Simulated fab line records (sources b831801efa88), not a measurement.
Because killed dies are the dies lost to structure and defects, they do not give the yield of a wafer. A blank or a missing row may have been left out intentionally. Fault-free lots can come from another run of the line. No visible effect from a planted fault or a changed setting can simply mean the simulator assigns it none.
fab line records	flow sky130
[record] lots = 24	wafers = 72	last_day = 50
route steps=708 shown LI_CONTACT@385 METAL1@438 VIA1@470
lots that met no fault: taken from a fault-free run of the same line
start_h: start of the lot's first displayed wafer, in hours after the record's first day	wait_h: hours from the lot's prior step to this one	" the same as in the row above	L1.1+2: a row that stands for several wafers	- value missing, or start not given	* or withheld: withheld	< > ~ a bound
route shown NAME@n: NAME is a module with steps in the file, n the number in the route of the first one	usual: mean/standard deviation of fault-free wafers	same: alike in all rows	chamber/n: place in a boat	sites: each site's reading	_std_site: standard deviation of those values	_edge_site: mean of outer sites minus mean of inner sites	radius_mm: for every site, how far away it sits from the centre of the wafer	mask NAME#n: copy n	behind: tool/chamber where the wafer was last shaped	hold: the reason the lot was held/the length of the hold in hours/how it ended	device: names the non-switching transistor (n, p or np)	end of line: tests run on the same wafers once the route is complete	where a step has no rows: the recipe by itself	killed: at the first sort, the dies lost to defects and structure; wafer yield is something else	map: a wafer's dies, x killed, . not, _ none there
set.NAME: the setting the step ran with; set.NAME@STEP: the setting that earlier step ran with	model.NAME: the simulator's own value behind a step, which no gauge read
a sample of lots followed through the steps of the route, with each step as a table and each wafer as a row
services: when a tool's chamber went out of use (start_h, in hours from the record's first day, below 0 if earlier), for how many hours, and the reason
[[steps]]
[step SKY_LI_CONTACT_THK_MEAS_23]
[recipe] thk_meas_gauge = xrf	reads = W_of_LI_CONTACT_CVD_21
[usual] LI_CONTACT_W_THK = 394/4.6
lot.wafer	tool	chamber	start_h	wait_h	LI_CONTACT_W_THK[nm]
L074.3	film_metro-02	-	675.75	0.1	393
L074.5	"	-	"	"	393
L074.6	"	-	"	"	391
L075.2	film_metro-02	-	681.20	0.1	391
L075.3	"	-	"	"	396
L075.6	"	-	"	"	393
L076.1	film_metro-02	-	701.40	0.1	390
L076.2	"	-	"	"	388
L076.6	"	-	"	"	391
L077.2	film_metro-01	-	719.32	0.1	387
L077.3	"	-	"	"	385
L077.4	"	-	"	"	391
L078.3	film_metro-02	-	723.61	0.1	396
L078.5	"	-	"	"	394
L078.6	"	-	"	"	398
L080.1	film_metro-01	-	734.24	0.1	392
L080.2	"	-	"	"	392
L080.5	"	-	"	"	391
L079.2	film_metro-02	-	735.98	0.1	398
L079.3	"	-	"	"	397
L079.5	"	-	"	"	395
L081.1	film_metro-02	-	740.47	0.1	398
L081.4	"	-	"	"	398
L081.6	"	-	"	"	402
L082.2	film_metro-02	-	744.76	0.1	396
L082.3	"	-	"	"	395
L082.6	"	-	"	"	396
L083.3	film_metro-02	-	751.69	0.1	394
L083.4	"	-	"	"	397
L083.5	"	-	"	"	400
L085.2	film_metro-04	-	770.64	0.1	398
L085.3	"	-	"	"	394
L085.6	"	-	"	"	393
L084.2	film_metro-01	-	771.23	0.1	400
L084.3	"	-	"	"	394
L084.6	"	-	"	"	397
L086.1	film_metro-04	-	774.20	0.1	383
L086.4	"	-	"	"	391
L086.6	"	-	"	"	388
L087.2	film_metro-02	-	782.52	0.1	396
L087.4	"	-	"	"	394
L087.6	"	-	"	"	395
L088.2	film_metro-02	-	792.73	0.1	402
L088.3	"	-	"	"	396
L088.6	"	-	"	"	400
L089.2	film_metro-04	-	799.93	0.1	388
L089.3	"	-	"	"	389
L089.5	"	-	"	"	390
L090.1	film_metro-02	-	804.52	0.1	403
L090.2	"	-	"	"	398
L090.4	"	-	"	"	400
L091.1	film_metro-02	-	810.88	0.1	394
L091.2	"	-	"	"	392
L091.4	"	-	"	"	389
L092.1	film_metro-01	-	819.74	0.1	402
L092.2	"	-	"	"	394
L092.6	"	-	"	"	400
L093.3	film_metro-02	-	823.34	0.1	397
L093.4	"	-	"	"	397
L093.5	"	-	"	"	401
L094.3	film_metro-04	-	826.97	0.1	389
L094.4	"	-	"	"	391
L094.5	"	-	"	"	385
L095.1	film_metro-01	-	837.13	0.1	390
L095.2	"	-	"	"	389
L095.5	"	-	"	"	395
L096.2	film_metro-02	-	860.56	0.1	389
L096.5	"	-	"	"	391
L096.6	"	-	"	"	392
L097.1	film_metro-04	-	861.82	0.1	397
L097.2	"	-	"	"	393
L097.6	"	-	"	"	398
[step SKY_METAL1_SPUTTER_04]
[recipe] material = TiN	target_thk_nm = 70	power_w = 6500	time_s = 58.3	chamber_pressure_pa = 0.4
[usual] throttle_valve_pct = 30.5/1.1
[same] time_s = 58.3
lot.wafer	tool	chamber	start_h	wait_h	throttle_valve_pct
L074.3	pvd_sputter-03	-	733.79	0.0	29.4
L074.5	"	-	"	"	29.3
L074.6	"	-	"	"	30.1
L075.2	pvd_sputter-02	-	741.47	0.0	29.9
L075.3	"	-	"	"	29.2
L075.6	"	-	"	"	29.3
L076.1	pvd_sputter-03	-	760.12	0.0	29.6
L076.2	"	-	"	"	30.2
L076.6	"	-	"	"	29.3
L077.2	pvd_sputter-02	-	776.06	0.0	29.3
L077.3	"	-	"	"	32.3
L077.4	"	-	"	"	29.7
L078.3	pvd_sputter-04	-	782.25	0.0	31.5
L078.5	"	-	"	"	30.0
L078.6	"	-	"	"	32.3
L080.1	pvd_sputter-03	-	792.87	0.0	29.6
L080.2	"	-	"	"	29.3
L080.5	"	-	"	"	30.2
L079.2	pvd_sputter-04	-	793.93	0.0	30.0
L079.3	"	-	"	"	32.3
L079.5	"	-	"	"	31.5
L081.1	pvd_sputter-04	-	796.83	0.0	31.4
L081.4	"	-	"	"	32.2
L081.6	"	-	"	"	31.7
L082.2	pvd_sputter-03	-	802.37	0.0	29.3
L082.3	"	-	"	"	30.4
L082.6	"	-	"	"	29.3
L083.3	pvd_sputter-03	-	809.09	0.0	29.4
L083.4	"	-	"	"	29.9
L083.5	"	-	"	"	29.4
L085.2	pvd_sputter-03	-	826.58	0.0	29.2
L085.3	"	-	"	"	29.4
L085.6	"	-	"	"	29.2
L084.2	pvd_sputter-04	-	828.02	0.0	31.9
L084.3	"	-	"	"	29.9
L084.6	"	-	"	"	31.5
L086.1	pvd_sputter-03	-	829.77	0.0	29.6
L086.4	"	-	"	"	30.3
L086.6	"	-	"	"	29.4
L087.2	pvd_sputter-04	-	838.05	0.0	29.8
L087.4	"	-	"	"	30.0
L087.6	"	-	"	"	31.6
L088.2	pvd_sputter-02	-	850.87	0.0	29.6
L088.3	"	-	"	"	32.5
L088.6	"	-	"	"	29.4
L089.2	pvd_sputter-03	-	856.04	0.0	30.2
L089.3	"	-	"	"	29.7
L089.5	"	-	"	"	30.1
L090.1	pvd_sputter-02	-	861.55	0.0	32.4
L090.2	"	-	"	"	29.6
L090.4	"	-	"	"	29.8
L091.1	pvd_sputter-04	-	867.24	0.0	31.8
L091.2	"	-	"	"	32.0
L091.4	"	-	"	"	31.8
L092.1	pvd_sputter-04	-	876.82	0.0	31.8
L092.2	"	-	"	"	31.6
L092.6	"	-	"	"	29.8
L093.3	pvd_sputter-02	-	879.54	0.0	29.4
L093.4	"	-	"	"	29.0
L093.5	"	-	"	"	32.4
L094.3	pvd_sputter-02	-	883.17	0.0	29.1
L094.4	"	-	"	"	29.5
L094.5	"	-	"	"	29.2
L095.1	pvd_sputter-04	-	892.49	0.0	31.6
L095.2	"	-	"	"	31.7
L095.5	"	-	"	"	32.3
L096.2	pvd_sputter-04	-	916.07	0.0	31.6
L096.5	"	-	"	"	31.9
L096.6	"	-	"	"	31.5
L097.1	pvd_sputter-02	-	916.74	0.0	29.4
L097.2	"	-	"	"	29.8
L097.6	"	-	"	"	29.3
[step SKY_METAL1_METAL_ETCH_19]
[recipe] target_depth_a = 3600	stop_on = SiO2	over_etch_frac = 0.3	time_s = 78	chemistry = Cl2/BCl3	resist_sidewall_deg = 88	pressure_mtorr = 10	icp_w = 900	bias_w = 48.5	Cl2_flow_sccm = 60	bcl3_flow_sccm = 30
[usual] drypump_motor_current_A = 5.8/0.39	oes_product_au = 0.853/0.0058	rf_fwd_power_W = 893.5/2.7	throttle_valve_pct = 22.265/0.0098
[same] time_s = 78
lot.wafer	tool	chamber	start_h	wait_h	drypump_motor_current_A	oes_product_au	rf_fwd_power_W	rf_hours_counter_h	throttle_valve_pct
L074.3	rie_metal-01	0	761.50	0.1	5.4	0.844	891.1	-	22.269
L074.5	"	0	"	"	5.5	0.849	890.9	-	22.259
L074.6	"	1	"	"	5.6	0.842	892.7	-	22.273
L075.2	rie_metal-02	0	769.04	0.0	6.3	0.853	887.7	7	22.260
L075.3	"	0	"	"	6.3	0.850	891.2	-	22.275
L075.6	"	0	"	"	6.3	0.861	892.4	-	22.273
L076.1	rie_metal-01	1	787.27	0.0	5.6	0.849	894.2	9	22.263
L076.2	"	0	"	"	5.4	0.855	889.1	14	22.271
L076.6	"	1	"	"	5.6	0.851	898.6	-	22.250
L077.2	rie_metal-01	1	803.54	0.0	5.7	0.850	896.1	10	22.279
L077.3	"	1	"	"	5.7	0.869	894.4	-	22.262
L077.4	"	0	"	"	5.5	0.849	889.8	-	22.267
L078.3	rie_metal-01	1	809.25	0.1	5.7	0.846	895.4	-	22.255
L078.5	"	0	"	"	5.4	0.851	891.7	-	22.289
L078.6	"	1	"	"	5.6	0.854	895.1	-	22.266
L080.1	rie_metal-01	1	820.21	0.0	5.6	0.855	895.0	10	22.261
L080.2	"	0	"	"	5.4	0.850	890.2	15	22.262
L080.5	"	1	"	"	5.6	0.851	899.2	-	22.269
L079.2	rie_metal-04	1	821.34	0.0	6.5	0.857	897.3	8	22.271
L079.3	"	1	"	"	6.5	0.852	897.6	-	22.268
L079.5	"	1	"	"	6.5	0.862	894.2	-	22.256
L081.1	rie_metal-04	0	822.94	0.0	6.2	0.848	893.6	13	22.264
L081.4	"	1	"	"	6.5	0.842	894.6	-	22.272
L081.6	"	0	"	"	6.1	0.852	898.1	-	22.297
L082.2	rie_metal-04	0	829.12	0.0	6.1	0.847	895.0	14	22.270
L082.3	"	0	"	"	6.1	0.842	894.9	-	22.265
L082.6	"	0	"	"	6.1	0.850	891.7	-	22.263
L083.3	rie_metal-02	0	836.22	0.1	6.3	0.853	893.7	-	22.266
L083.4	"	1	"	"	5.4	0.850	897.8	-	22.266
L083.5	"	0	"	"	6.3	0.860	893.0	-	22.260
L085.2	rie_metal-01	0	853.04	0.0	5.4	0.860	893.7	16	22.258
L085.3	"	1	"	"	5.6	0.851	892.1	-	22.245
L085.6	"	0	"	"	5.4	0.850	890.4	-	22.258
L084.2	rie_metal-02	1	855.31	0.0	5.4	0.850	893.7	9	22.267
L084.3	"	0	"	"	6.2	0.858	894.2	-	22.266
L084.6	"	1	"	"	5.4	0.856	894.8	-	22.261
L086.1	rie_metal-02	0	856.91	0.0	6.3	0.851	896.1	10	22.283
L086.4	"	0	"	"	6.2	0.846	894.0	-	22.260
L086.6	"	0	"	"	6.2	0.856	895.4	-	22.249
L087.2	rie_metal-02	1	864.72	0.0	5.4	0.866	895.2	10	22.268
L087.4	"	0	"	"	6.2	0.857	894.6	-	22.265
L087.6	"	1	"	"	5.5	0.856	894.6	-	22.267
L088.2	rie_metal-01	1	877.89	0.0	5.6	0.859	894.1	13	22.254
L088.3	"	1	"	"	5.7	0.852	893.7	-	22.245
L088.6	"	0	"	"	5.4	0.869	891.5	-	22.253
L089.2	rie_metal-02	1	882.27	0.0	5.5	0.856	893.6	10	22.258
L089.3	"	0	"	"	6.3	0.857	894.0	-	22.255
L089.5	"	0	"	"	6.2	0.854	894.3	-	22.246
L090.1	rie_metal-01	1	888.26	0.1	5.6	0.850	894.8	14	22.268
L090.2	"	1	"	"	5.6	0.864	895.8	-	22.256
L090.4	"	1	"	"	5.6	0.856	895.9	-	22.255
L091.1	rie_metal-04	0	893.81	0.1	6.1	0.844	894.8	16	22.248
L091.2	"	0	"	"	6.1	0.850	894.4	-	22.269
L091.4	"	0	"	"	6.1	0.849	895.8	-	22.257
L092.1	rie_metal-02	1	903.14	0.0	5.5	0.849	893.3	11	22.258
L092.2	"	0	"	"	6.3	0.850	890.9	12	22.256
L092.6	"	1	"	"	5.4	0.867	892.2	-	22.267
L093.3	rie_metal-01	1	905.49	0.1	5.6	0.851	895.5	-	22.260
L093.4	"	0	"	"	5.4	0.841	892.6	-	22.287
L093.5	"	1	"	"	5.6	0.852	892.4	-	22.252
L094.3	rie_metal-01	1	908.65	0.1	5.6	0.849	895.5	-	22.265
L094.4	"	0	"	"	5.5	0.858	892.7	-	22.273
L094.5	"	1	"	"	5.7	0.856	888.4	-	22.271
L095.1	rie_metal-02	1	917.69	0.0	5.4	0.847	895.5	12	22.250
L095.2	"	0	"	"	6.3	0.855	892.2	13	22.267
L095.5	"	0	"	"	6.2	0.853	898.1	-	22.252
L096.2	rie_metal-02	0	940.67	0.0	6.2	0.851	886.4	14	22.267
L096.5	"	0	"	"	6.2	0.846	891.5	-	22.255
L096.6	"	1	"	"	5.4	0.845	897.2	-	22.272
L097.1	rie_metal-04	1	941.98	0.1	6.5	0.859	896.0	12	22.250
L097.2	"	1	"	"	6.5	0.852	894.7	-	22.278
L097.6	"	1	"	"	6.5	0.856	892.4	-	22.269
[step SKY_VIA1_CD_MEAS_12]
[recipe] target_cd_nm = 150
[usual] cd_nm = 150.2/1.6
lot.wafer	tool	chamber	start_h	wait_h	cd_nm
L074.3	cd_sem-01	-	790.63	-	148.3
L074.5	"	-	"	"	148.8
L074.6	"	-	"	"	151.1
L075.2	cd_sem-01	-	796.36	-	147.5
L075.3	"	-	"	"	149.7
L075.6	"	-	"	"	147.5
L076.1	cd_sem-01	-	814.69	-	148.7
L076.2	"	-	"	"	151.1
L076.6	"	-	"	"	149.1
L077.2	cd_sem-01	-	831.54	-	149.3
L077.3	"	-	"	"	149.4
L077.4	"	-	"	"	150.4
L078.3	cd_sem-01	-	836.86	-	148.8
L078.5	"	-	"	"	149.7
L078.6	"	-	"	"	148.9
L080.1	cd_sem-02	-	848.24	-	149.3
L080.2	"	-	"	"	149.4
L080.5	"	-	"	"	149.1
L079.2	cd_sem-01	-	849.26	-	148.6
L079.3	"	-	"	"	147.9
L079.5	"	-	"	"	150.1
L081.1	cd_sem-01	-	850.54	-	152.8
L081.4	"	-	"	"	150.8
L081.6	"	-	"	"	151.7
L082.2	cd_sem-02	-	857.19	-	151.0
L082.3	"	-	"	"	151.1
L082.6	"	-	"	"	151.1
L083.3	cd_sem-02	-	863.98	-	151.6
L083.4	"	-	"	"	152.6
L083.5	"	-	"	"	151.4
L085.2	cd_sem-02	-	880.46	-	151.3
L085.3	"	-	"	"	152.8
L085.6	"	-	"	"	152.0
L084.2	cd_sem-02	-	882.93	-	153.4
L084.3	"	-	"	"	152.5
L084.6	"	-	"	"	153.3
L086.1	cd_sem-02	-	884.39	-	151.3
L086.4	"	-	"	"	151.7
L086.6	"	-	"	"	151.1
L087.2	cd_sem-02	-	891.26	-	148.4
L087.4	"	-	"	"	149.9
L087.6	"	-	"	"	149.1
L088.2	cd_sem-01	-	904.36	-	148.3
L088.3	"	-	"	"	146.2
L088.6	"	-	"	"	146.6
L089.2	cd_sem-02	-	908.16	-	149.4
L089.3	"	-	"	"	149.6
L089.5	"	-	"	"	150.2
L090.1	cd_sem-02	-	915.07	-	151.8
L090.2	"	-	"	"	151.0
L090.4	"	-	"	"	150.2
L091.1	cd_sem-01	-	919.89	-	149.6
L091.2	"	-	"	"	149.0
L091.4	"	-	"	"	150.1
L092.1	cd_sem-01	-	928.22	-	151.6
L092.2	"	-	"	"	152.0
L092.6	"	-	"	"	152.3
L093.3	cd_sem-01	-	931.56	-	149.0
L093.4	"	-	"	"	149.6
L093.5	"	-	"	"	151.7
L094.3	cd_sem-02	-	935.00	-	149.3
L094.4	"	-	"	"	149.3
L094.5	"	-	"	"	151.0
L095.1	cd_sem-01	-	943.97	-	149.0
L095.2	"	-	"	"	149.7
L095.5	"	-	"	"	151.1
L096.2	cd_sem-01	-	966.26	-	151.1
L096.5	"	-	"	"	150.2
L096.6	"	-	"	"	150.2
L097.1	cd_sem-02	-	966.94	-	150.3
L097.2	"	-	"	"	149.2
L097.6	"	-	"	"	149.5
[step SKY_VIA1_STRIP_16]
[recipe] chemistry = O2/N2	power_w = 1400	pressure_mtorr = 1500	platen_temp_c = withheld	o2_flow_sccm = 3000	n2_flow_sccm = 300	overash_fraction = 0.5
[usual] drypump_motor_current_A = 5.8/0.56	oes_product_au = 0.415/0.0048	strip_time_to_endpoint_s = 4.44/0.037
lot.wafer	tool	chamber	start_h	wait_h	drypump_motor_current_A	oes_product_au	rf_hours_counter_h	strip_time_to_endpoint_s
L074.3	plasma_asher-01	0	790.87	0.1	5.8	0.416	-	4.41
L074.5	"	0	"	"	5.8	0.420	-	4.44
L074.6	"	1	"	"	6.7	0.413	-	4.42
L075.2	plasma_asher-03	0	796.59	0.0	5.2	0.420	5	4.46
L075.3	"	1	"	"	5.3	0.418	-	4.39
L075.6	"	0	"	"	5.2	0.416	-	4.43
L076.1	plasma_asher-01	0	814.94	0.0	5.8	0.408	95	4.43
L076.2	"	1	"	"	6.7	0.411	95	4.44
L076.6	"	1	"	"	6.7	0.413	-	4.39
L077.2	plasma_asher-03	0	831.76	0.0	5.2	0.418	9	4.42
L077.3	"	0	"	"	5.2	0.416	-	4.41
L077.4	"	1	"	"	5.3	0.417	-	4.42
L078.3	plasma_asher-03	1	837.09	0.1	5.3	0.413	-	4.43
L078.5	"	0	"	"	5.2	0.416	-	4.44
L078.6	"	1	"	"	5.3	0.412	-	4.44
L080.1	plasma_asher-03	0	848.49	0.0	5.2	0.426	11	4.52
L080.2	"	1	"	"	5.3	0.419	11	4.52
L080.5	"	0	"	"	5.2	0.416	-	4.51
L079.2	plasma_asher-04	0	849.49	0.0	5.2	0.413	40	4.43
L079.3	"	0	"	"	5.2	0.414	-	4.48
L079.5	"	1	"	"	5.9	0.422	-	4.47
L081.1	plasma_asher-01	1	850.79	0.0	6.7	0.405	98	4.46
L081.4	"	0	"	"	5.8	0.416	-	4.49
L081.6	"	1	"	"	6.7	0.421	-	4.43
L082.2	plasma_asher-04	0	857.41	0.0	5.2	0.408	41	4.41
L082.3	"	1	"	"	5.9	0.412	-	4.42
L082.6	"	0	"	"	5.2	0.419	-	4.43
L083.3	plasma_asher-04	1	864.22	0.1	5.9	0.409	-	4.40
L083.4	"	0	"	"	5.2	0.424	-	4.42
L083.5	"	1	"	"	5.9	0.411	-	4.41
L085.2	plasma_asher-01	1	880.69	0.0	6.8	0.408	100	4.49
L085.3	"	0	"	"	5.8	0.412	-	4.42
L085.6	"	1	"	"	6.7	0.415	-	4.49
L084.2	plasma_asher-01	1	883.16	0.0	6.7	0.410	101	4.39
L084.3	"	0	"	"	5.8	0.413	-	4.42
L084.6	"	1	"	"	6.7	0.417	-	4.37
L086.1	plasma_asher-04	1	884.64	0.0	5.9	0.417	44	4.41
L086.4	"	1	"	"	5.9	0.414	-	4.46
L086.6	"	0	"	"	5.2	0.402	-	4.45
L087.2	plasma_asher-01	0	891.49	0.0	5.8	0.419	102	4.44
L087.4	"	0	"	"	5.8	0.410	-	4.45
L087.6	"	1	"	"	6.7	0.401	-	4.39
L088.2	plasma_asher-04	0	904.59	0.0	5.2	0.418	46	4.39
L088.3	"	1	"	"	5.9	0.403	-	4.39
L088.6	"	0	"	"	5.2	0.411	-	4.37
L089.2	plasma_asher-04	1	908.39	0.0	5.9	0.417	46	4.39
L089.3	"	1	"	"	5.9	0.412	-	4.42
L089.5	"	0	"	"	5.2	0.416	-	4.41
L090.1	plasma_asher-01	0	915.31	0.0	5.8	0.422	104	4.42
L090.2	"	1	"	"	6.7	0.410	104	4.46
L090.4	"	1	"	"	6.7	0.413	-	4.44
L091.1	plasma_asher-03	1	920.14	0.0	5.3	0.411	18	4.40
L091.2	"	0	"	"	5.3	0.418	18	4.46
L091.4	"	0	"	"	5.3	0.417	-	4.43
L092.1	plasma_asher-01	1	928.46	0.0	6.7	0.417	105	4.46
L092.2	"	0	"	"	5.8	0.419	105	4.48
L092.6	"	1	"	"	6.8	0.422	-	4.46
L093.3	plasma_asher-04	0	931.79	0.1	5.2	0.414	-	4.42
L093.4	"	1	"	"	5.9	0.411	-	4.42
L093.5	"	0	"	"	5.2	0.420	-	4.42
L094.3	plasma_asher-01	1	935.24	0.1	6.7	0.423	-	4.46
L094.4	"	0	"	"	5.8	0.417	-	4.47
L094.5	"	1	"	"	6.7	0.415	-	4.46
L095.1	plasma_asher-03	1	944.21	0.0	5.3	0.417	21	4.45
L095.2	"	0	"	"	5.2	0.417	21	4.50
L095.5	"	1	"	"	5.3	0.417	-	4.46
L096.2	plasma_asher-01	1	966.49	0.0	6.7	0.416	109	4.42
L096.5	"	0	"	"	5.8	0.408	-	4.40
L096.6	"	1	"	"	6.7	0.419	-	4.47
L097.1	plasma_asher-03	1	967.19	0.0	5.3	0.416	23	4.44
L097.2	"	0	"	"	5.2	0.414	23	4.46
L097.6	"	0	"	"	5.2	0.417	-	4.48
[step SKY_VIA1_CMP_24]
[recipe] stop_on = SiO2	t_overpolish_s = 15	down_force_psi = 3.5	platen_rpm = 60	target_thk_nm = 0	pad_velocity_m_s = 0.94248
[usual] motor_current_A = 11.1/0.82	overpolish_run_s = 15.000/0.0084	time_to_endpoint_s = 66/3.1
[same] t_overpolish_s = 15
lot.wafer	tool	chamber	start_h	wait_h	motor_current_A	overpolish_run_s	time_to_endpoint_s
L074.3	cmp-01	2	791.86	0.1	10.5	14.999	67
L074.6	"	1	"	"	11.7	14.998	63
L074.5	"	2	"	"	10.0	15.005	67
L075.3	cmp-01	1	797.56	0.0	12.2	14.989	63
L075.2	"	3	"	"	10.9	15.013	66
L075.6	"	2	"	"	10.5	15.013	65
L076.2	cmp-01	1	815.87	0.0	12.4	14.997	63
L076.1	"	3	"	"	10.8	14.987	65
L076.6	"	1	"	"	13.2	15.006	62
L077.2	cmp-01	0	832.88	0.1	9.9	15.008	67
L077.4	"	1	"	"	12.4	15.008	63
L077.3	"	3	"	"	10.7	14.996	66
L078.3	cmp-02	3	838.13	0.1	11.3	15.017	60
L078.5	"	2	"	"	11.9	14.987	61
L078.6	"	3	"	"	11.8	15.003	59
L080.2	cmp-02	0	849.45	0.0	11.4	15.005	67
L080.1	"	1	"	"	11.0	15.003	72
L080.5	"	0	"	"	10.9	15.005	70
L079.3	cmp-02	1	850.46	0.0	11.1	15.004	69
L079.2	"	0	"	"	11.4	14.997	66
L079.5	"	1	"	"	10.5	14.993	70
L081.4	cmp-02	1	851.83	0.1	10.3	14.996	69
L081.1	"	2	"	"	11.6	15.008	69
L081.6	"	0	"	"	10.8	15.002	69
L082.2	cmp-02	0	858.45	0.1	11.4	14.994	68
L082.3	"	1	"	"	10.6	14.987	70
L082.6	"	2	"	"	12.2	15.011	64
L083.4	cmp-02	3	865.11	0.0	11.7	14.992	62
L083.3	"	1	"	"	10.6	14.996	69
L083.5	"	3	"	"	12.4	15.006	63
L085.2	cmp-01	0	881.62	0.0	10.8	14.998	68
L085.3	"	1	"	"	12.4	14.990	63
L085.6	"	1	"	"	11.9	15.014	58
L084.2	cmp-01	3	884.18	0.1	11.3	15.015	64
L084.3	"	0	"	"	10.1	15.001	68
L084.6	"	2	"	"	10.2	15.002	65
L086.4	cmp-01	1	885.56	0.0	12.1	15.000	63
L086.1	"	0	"	"	10.4	15.010	67
L086.6	"	2	"	"	10.6	14.998	71
L087.4	cmp-01	0	892.47	0.1	10.5	14.984	66
L087.2	"	1	"	"	11.8	15.013	62
L087.6	"	0	"	"	10.4	15.014	65
L088.2	cmp-02	3	905.64	0.1	11.2	15.004	62
L088.3	"	0	"	"	11.5	15.004	64
L088.6	"	2	"	"	11.5	14.984	63
L089.3	cmp-01	0	909.31	0.0	10.5	14.997	66
L089.2	"	2	"	"	9.7	15.009	64
L089.5	"	1	"	"	12.6	14.994	58
L090.4	cmp-01	2	916.24	0.0	10.7	15.003	70
L090.2	"	0	"	"	10.8	14.982	68
L090.1	"	1	"	"	12.1	15.005	63
L091.2	cmp-01	1	921.06	0.0	12.1	14.992	61
L091.1	"	3	"	"	10.7	14.986	65
L091.4	"	0	"	"	10.4	15.008	68
L092.1	cmp-02	3	929.48	0.1	11.9	14.999	68
L092.2	"	0	"	"	11.8	15.004	68
L092.6	"	2	"	"	11.8	14.983	65
L093.4	cmp-01	3	932.80	0.1	10.9	15.009	66
L093.3	"	0	"	"	10.6	15.009	72
L093.5	"	2	"	"	10.4	15.013	70
L094.3	cmp-02	2	936.60	0.1	11.6	14.989	62
L094.4	"	3	"	"	11.9	15.010	60
L094.5	"	0	"	"	10.5	14.990	65
L095.1	cmp-01	0	945.19	0.1	10.2	15.006	71
L095.2	"	2	"	"	10.1	14.993	71
L095.5	"	0	"	"	10.5	14.988	70
L096.2	cmp-01	1	967.52	0.1	12.1	14.987	63
L096.5	"	3	"	"	11.5	15.005	64
L096.6	"	0	"	"	10.5	15.005	64
L097.1	cmp-02	1	968.16	0.1	10.2	15.002	67
L097.2	"	2	"	"	12.4	15.012	68
L097.6	"	2	"	"	12.2	15.000	64
[[services]]
tool	chamber	start_h	hours	kind
cmp-02	-	711.70	5.4	pm
pvd_sputter-04	-	726.76	1.6	repair
rie_metal-02	-	727.72	0.7	repair
pvd_sputter-04	-	734.31	0.9	repair
rie_metal-01	1	743.48	3.1	repair
cmp-02	-	744.00	4.0	pm
cmp-02	-	759.49	1.4	repair
cmp-02	-	762.25	0.9	repair
plasma_asher-01	-	763.61	13.4	repair
cmp-01	-	804.09	2.0	repair
cmp-02	-	821.43	4.2	repair
cmp-02	-	831.64	2.7	repair
cmp-01	-	834.07	5.2	repair
plasma_asher-01	-	837.02	6.3	repair
pvd_sputter-04	-	851.69	3.7	repair
plasma_asher-01	-	872.86	2.8	pm
rie_metal-01	-	878.99	2.8	pm
pvd_sputter-04	-	891.01	0.6	repair
cmp-02	-	892.55	1.7	repair
cmp-02	-	909.06	1.4	repair
cmp-02	-	911.59	1.9	repair
cmp-01	-	912.00	4.0	pm
cmp-02	-	931.26	2.0	repair
rie_metal-01	-	961.59	0.3	repair
[[key]]
fault none
